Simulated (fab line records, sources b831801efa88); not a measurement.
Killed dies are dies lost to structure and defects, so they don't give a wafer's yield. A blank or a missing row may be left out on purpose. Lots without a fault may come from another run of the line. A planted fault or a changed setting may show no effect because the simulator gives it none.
fab line records | flow sky130
record lots=13 wafers=39 last_day=51
route steps=708 shown SONOS_TUNNEL@166 SONOS_ONO@169 GATE_OXIDE@188 PAD_OPEN@708
lots that met no fault: from a run of the same line without faults
start_h: hours from the record's first day to the start of the lot's first wafer shown | wait_h: hours since the lot's step before | " the same as in the row above | L1.1+2: a row that stands for several wafers | - no value, or no start given | * or withheld: withheld | < > ~ a bound
route shown NAME@n: a module of which the file shows steps, and the number in the route of the first | usual: mean/standard deviation of fault-free wafers | same: alike in all rows | chamber/n: place in a boat | sites: the reading at each site | _std_site: their standard deviation | _edge_site: outer sites' mean less inner sites' | radius_mm: how far each site lies from the wafer's centre | mask NAME#n: copy n | behind: the tool/chamber that last shaped the wafer | hold: why the lot was held/for how many hours/how that ended | device: the transistor (n, p or np) that didn't switch | end of line: the same wafers' tests at the end of the route | a step without rows: its recipe alone | killed: dies lost to structure and defects at the first sort, not the wafer's yield | map: a wafer's dies, x killed, . not, _ none there
set.NAME: the setting as run; set.NAME@STEP: as run at that earlier step | model.NAME: the simulator's own value behind a step, which no gauge read
steps of the route over a sample of lots; a table a step, a row a wafer
services: from which hour (start_h, from the record's first day; less than 0 if before it) a tool's chamber was out of use, for how many hours, and why
## steps
# step SKY_SONOS_TUNNEL_TW_MEAS_12
# usual SONOS_TUNNEL_TW=198.1/1.6
# columns lot.wafer tool chamber start_h wait_h SONOS_TUNNEL_TW
L851.1 film_metro-03 - 262.58 0.0 198.7
L851.3 " - " " 198.5
L851.4 " - " " 200.2
L852.1 film_metro-04 - 281.52 0.0 200.2
L852.4 " - " " 200.5
L852.6 " - " " 201.2
L855.1 film_metro-02 - 304.24 0.0 196.8
L855.3 " - " " 197.2
L855.6 " - " " 195.3
L857.2 film_metro-03 - 309.45 0.0 198.9
L857.4 " - " " 197.8
L857.5 " - " " 198.7
L858.1 film_metro-03 - 311.51 0.0 199.8
L858.2 " - " " 199.9
L858.3 " - " " 198.6
L859.2 film_metro-04 - 333.55 0.0 199.6
L859.5 " - " " 198.3
L859.6 " - " " 198.4
L863.1 film_metro-02 - 366.11 0.0 196.2
L863.4 " - " " 195.9
L863.5 " - " " 195.3
L864.3 film_metro-03 - 366.97 0.0 198.1
L864.4 " - " " 199.5
L864.6 " - " " 198.2
L866.1 film_metro-02 - 389.46 0.0 196.1
L866.2 " - " " 196.3
L866.5 " - " " 196.8
L867.3 film_metro-02 - 392.90 0.0 196.9
L867.4 " - " " 197.5
L867.5 " - " " 195.8
L871.2 film_metro-03 - 425.19 0.0 198.9
L871.3 " - " " 198.4
L871.4 " - " " 198.4
L873.1 film_metro-04 - 429.76 0.0 198.3
L873.4 " - " " 198.8
L873.6 " - " " 200.0
L874.1 film_metro-02 - 448.07 0.0 198.1
L874.3 " - " " 196.5
L874.4 " - " " 197.0
# step SKY_SONOS_ONO_THK_MEAS_01
# recipe reads=SiO2_of_SONOS_ONO_OXIDATION_00
# usual SONOS_ONO_OXIDATION_THK=2.61/0.053
# columns lot.wafer tool chamber start_h wait_h SONOS_ONO_OXIDATION_THK[nm]
L851.1 film_metro-04 - 270.73 0.0 2.61
L851.3 " - " " 2.59
L851.4 " - " " 2.55
L852.1 film_metro-03 - 284.38 0.0 2.57
L852.4 " - " " 2.64
L852.6 " - " " 2.53
L855.1 film_metro-03 - 305.66 0.0 2.67
L855.3 " - " " 2.67
L855.6 " - " " 2.65
L857.2 film_metro-04 - 310.88 0.0 2.67
L857.4 " - " " 2.67
L857.5 " - " " 2.65
L858.1 film_metro-03 - 314.78 0.0 2.61
L858.2 " - " " 2.64
L858.3 " - " " 2.56
L859.2 film_metro-04 - 334.97 0.0 2.64
L859.5 " - " " 2.68
L859.6 " - " " 2.66
L863.1 film_metro-04 - 369.20 0.0 2.69
L863.4 " - " " 2.61
L863.5 " - " " 2.58
L864.3 film_metro-03 - 369.22 0.0 2.67
L864.4 " - " " 2.65
L864.6 " - " " 2.65
L866.1 film_metro-03 - 390.89 0.0 2.62
L866.2 " - " " 2.61
L866.5 " - " " 2.65
L867.3 film_metro-04 - 395.17 0.0 2.62
L867.4 " - " " 2.61
L867.5 " - " " 2.66
L871.2 film_metro-03 - 427.63 0.0 2.60
L871.3 " - " " 2.57
L871.4 " - " " 2.56
L873.1 film_metro-03 - 431.49 0.0 2.61
L873.4 " - " " 2.62
L873.6 " - " " 2.59
L874.1 film_metro-04 - 450.16 0.0 2.57
L874.3 " - " " 2.64
L874.4 " - " " 2.56
# step SKY_SONOS_ONO_THK_MEAS_05
# recipe reads=SiO2_of_SONOS_ONO_CVD_04
# usual SONOS_ONO_CVD_04_THK=5.72/0.12
# columns lot.wafer tool chamber start_h wait_h SONOS_ONO_CVD_04_THK[nm]
L851.1 film_metro-04 - 276.17 0.0 5.69
L851.3 " - " " 5.74
L851.4 " - " " 5.72
L852.1 film_metro-04 - 288.06 0.0 5.81
L852.4 " - " " 5.73
L852.6 " - " " 5.79
L855.1 film_metro-03 - 308.08 0.0 5.70
L855.3 " - " " 5.73
L855.6 " - " " 5.76
L857.2 film_metro-04 - 314.39 0.0 5.66
L857.4 " - " " 5.61
L857.5 " - " " 5.60
L858.1 film_metro-03 - 318.42 0.0 5.88
L858.2 " - " " 5.89
L858.3 " - " " 5.94
L859.2 film_metro-03 - 337.39 0.0 5.57
L859.5 " - " " 5.52
L859.6 " - " " 5.48
L863.1 film_metro-03 - 372.04 0.0 5.77
L863.4 " - " " 5.78
L863.5 " - " " 5.80
L864.3 film_metro-04 - 372.06 0.0 5.95
L864.4 " - " " 5.85
L864.6 " - " " 5.87
L866.1 film_metro-04 - 393.79 0.0 5.71
L866.2 " - " " 5.65
L866.5 " - " " 5.81
L867.3 film_metro-04 - 397.59 0.0 5.79
L867.4 " - " " 5.76
L867.5 " - " " 5.69
L871.2 film_metro-01 - 431.45 0.0 5.78
L871.3 " - " " 5.94
L871.4 " - " " 5.78
L873.1 film_metro-04 - 436.07 0.0 5.53
L873.4 " - " " 5.50
L873.6 " - " " 5.59
L874.1 film_metro-04 - 455.72 0.0 5.78
L874.3 " - " " 5.77
L874.4 " - " " 5.83
# step SKY_GATE_OXIDE_OXIDATION_01
# recipe temp_c=900 ambient=O2 stabilise_s=600 purge_s=300 target_thk_a=102.68 ox_time_s=1473
# usual ox_time_s=1473/0 spike_tc_bottom_C=921.2/1.5 spike_tc_lower_C=900.3/1.1 spike_tc_upper_C=899.1/1 zone_power_upper_pct=16.5/0.3
# columns lot.wafer tool chamber start_h wait_h ox_time_s spike_tc_bottom_C spike_tc_lower_C spike_tc_upper_C zone_power_upper_pct
L851.1 furnace-02 0 297.20 0.0 1473 921.8 900.9 899.7 15.9
L851.3 " 0 " " 1473 922.4 900.9 898.7 16.5
L851.4 " 0 " " 1473 921.1 899.7 898.9 16.2
L852.1 furnace-01 0 316.03 1.3 1473 922.2 899.9 897.0 17.0
L852.4 " 0 " " 1473 920.2 900.6 898.8 16.9
L852.6 " 0 " " 1473 919.9 899.8 901.5 16.7
L855.1 furnace-01 0 336.63 0.9 1473 921.2 901.1 898.7 16.8
L855.3 " 0 " " 1473 920.5 901.7 898.7 17.0
L855.6 " 0 " " 1473 918.2 900.4 900.4 16.8
L857.2 furnace-01 0 343.75 2.1 1473 920.0 901.3 899.1 17.0
L857.4 " 0 " " 1473 918.3 900.0 898.2 16.6
L857.5 " 0 " " 1473 920.1 903.0 898.5 16.8
L858.1 furnace-01 0 348.03 1.6 1473 920.3 900.0 897.3 16.9
L858.2 " 0 " " 1473 919.1 899.9 898.6 17.1
L858.3 " 0 " " 1473 921.7 900.6 899.9 16.9
L859.2 furnace-02 0 364.91 0.0 1473 921.1 899.6 898.4 16.5
L859.5 " 0 " " 1473 922.2 901.8 898.8 16.2
L859.6 " 0 " " 1473 920.4 899.0 899.9 16.5
L863.1 furnace-01 0 402.45 0.3 1973.8 921.5 901.2 902.0 16.8
L863.4 " 0 " " 1973.8 918.7 899.2 899.8 16.9
L863.5 " 0 " " 1973.8 919.2 899.4 898.3 16.8
L864.3 furnace-01 0 402.45 0.8 1973.8 919.9 901.1 897.9 16.6
L864.4 " 0 " " 1973.8 919.4 900.6 900.5 16.9
L864.6 " 0 " " 1973.8 918.1 897.8 898.5 16.8
L866.1 furnace-02 0 423.79 0.0 1473 921.5 899.3 897.7 16.3
L866.2 " 0 " " 1473 921.3 898.9 900.1 16.3
L866.5 " 0 " " 1473 923.1 901.4 897.8 16.1
L867.3 furnace-02 0 428.21 0.2 1473 920.0 900.7 898.9 16.3
L867.4 " 0 " " 1473 923.1 899.5 900.6 16.4
L867.5 " 0 " " 1473 921.7 900.3 899.0 16.4
L871.2 furnace-02 0 463.54 0.0 1473 923.8 900.9 899.3 16.4
L871.3 " 0 " " 1473 923.0 897.4 898.3 16.2
L871.4 " 0 " " 1473 922.1 900.3 898.7 16.1
L873.1 furnace-02 0 468.24 1.1 1473 921.1 901.1 900.5 16.4
L873.4 " 0 " " 1473 920.9 903.2 898.6 16.3
L873.6 " 0 " " 1473 922.2 898.8 900.0 16.4
L874.1 furnace-01 0 486.61 0.0 1473 921.6 900.0 898.2 16.8
L874.3 " 0 " " 1473 919.5 900.9 900.0 17.0
L874.4 " 0 " " 1473 920.3 903.5 898.9 16.7
# step SKY_GATE_OXIDE_THK_MEAS_02
# recipe reads=SiO2_of_GATE_OXIDE_OXIDATION_01
# usual GATE_OXIDE_OXIDATION_00_THK=10.32/0.16
# columns lot.wafer tool chamber start_h wait_h GATE_OXIDE_OXIDATION_00_THK[nm]
L851.1 film_metro-03 - 298.61 0.0 10.32
L851.3 " - " " 10.31
L851.4 " - " " 10.47
L852.1 film_metro-01 - 317.44 0.0 10.38
L852.4 " - " " 10.26
L852.6 " - " " 10.64
L855.1 film_metro-02 - 338.04 0.0 10.42
L855.3 " - " " 10.21
L855.6 " - " " 10.32
L857.2 film_metro-02 - 345.17 0.0 10.25
L857.4 " - " " 10.18
L857.5 " - " " 10.26
L858.1 film_metro-02 - 349.44 0.0 10.31
L858.2 " - " " 10.31
L858.3 " - " " 10.24
L859.2 film_metro-02 - 366.33 0.0 10.22
L859.5 " - " " 10.32
L859.6 " - " " 10.19
L863.1 film_metro-03 - 403.86 0.0 12.89
L863.4 " - " " 13.02
L863.5 " - " " 12.80
L864.3 film_metro-02 - 403.88 0.0 12.55
L864.4 " - " " 12.56
L864.6 " - " " 12.65
L866.1 film_metro-02 - 425.20 0.0 10.57
L866.2 " - " " 10.30
L866.5 " - " " 10.48
L867.3 film_metro-02 - 429.64 0.0 10.37
L867.4 " - " " 10.34
L867.5 " - " " 10.29
L871.2 film_metro-03 - 464.96 0.0 10.20
L871.3 " - " " 10.29
L871.4 " - " " 10.37
L873.1 film_metro-02 - 469.65 0.0 10.40
L873.4 " - " " 10.26
L873.6 " - " " 10.25
L874.1 film_metro-03 - 488.02 0.0 10.08
L874.3 " - " " 10.37
L874.4 " - " " 10.16
# step SKY_PAD_OPEN_PROBE_99
# usual killed_at_M0_to_M3=43/6.8 killed_at_M4_up=3.2/2 killed_at_contacts=24/5.3 killed_at_front_end=16/4.4 killed_at_other=0.3/0.54 killed_dies=86/9.4 killed_open=48/6.6 killed_short=38/6.5
# same gross_dies=492 killed_at_back_side=0
# columns lot.wafer tool chamber start_h wait_h killed_at_M0_to_M3 killed_at_M4_up killed_at_contacts killed_at_front_end killed_at_other killed_dies killed_open killed_short
L866.1 prober-02 - 1186.84 0.1 43 5 18 18 1 85 42 43
L866.2 prober-02 - 1186.89 0.1 32 2 17 19 1 71 33 37
L866.5 prober-02 - 1187.04 0.2 49 1 26 14 0 90 51 39
# killed by level:class
L866.1 CONTACT:geometric_particle:open=10 METAL2:geometric_particle:short=9 VIA3:geometric_particle:open=9 METAL1:geometric_particle:short=8 VIA2:geometric_particle:open=8 POLY_GATE:geometric_particle:short=7 LI_CONTACT:geometric_particle:open=4 FIELD_ISO:geometric_particle:short=3
L866.2 VIA1:geometric_particle:open=8 FIELD_ISO:geometric_particle:short=6 LI_CONTACT:geometric_particle:open=5 METAL1:geometric_particle:short=5 VIA2:geometric_particle:open=5 POLY_GATE:geometric_particle:short=4 POLY_GATE:geometric_particle:open=3 POLY_CUT:geometric_particle:open=3
L866.5 VIA1:geometric_particle:open=11 LI_CONTACT:geometric_particle:open=9 VIA1:geometric_particle:short=8 VIA2:geometric_particle:open=8 CONTACT:geometric_particle:open=7 METAL1:geometric_particle:short=6 METAL2:geometric_particle:short=6 CONTACT:geometric_particle:short=5
## services
# columns tool chamber start_h hours kind
furnace-01 - 274.86 4.1 pm
furnace-01 - 412.23 3.9 pm
## key
first_sign step=SKY_GATE_OXIDE_OXIDATION_01 reading=ox_time_s direction=up sigmas=99+ usual=* struck=*
effect step=SKY_GATE_OXIDE_THK_MEAS_02 reading=GATE_OXIDE_OXIDATION_00_THK direction=up sigmas=16 usual=10.32 struck=12.74
met_at SKY_GATE_OXIDE_OXIDATION_01
struck_lots L863,L864
rows_end L863.1,L863.4,L863.5
tester_left_out L864
not_acting_at SKY_SONOS_TUNNEL_TW_MEAS_12,SKY_SONOS_ONO_THK_MEAS_01,SKY_SONOS_ONO_THK_MEAS_05
onset_between 348.03 402.45
fault kind=process_parameter_drift tool=furnace-01 chamber=- onset_h=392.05 steps=SKY_GATE_OXIDE_OXIDATION_01 channel=ox_time_s offset=* shape=step end_h=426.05 acts_in=* stated=*
# tester_left_out: of these lots the tester's yield and bins aren't shown, on N5 and GAA mostly nor the transistor test; their killed dies are dies lost to structure and defects alone, not to doping, threshold or leakage, so they don't give the yield
# rows_end: these wafers met a further fault down the route, and their rows from its step on are left out
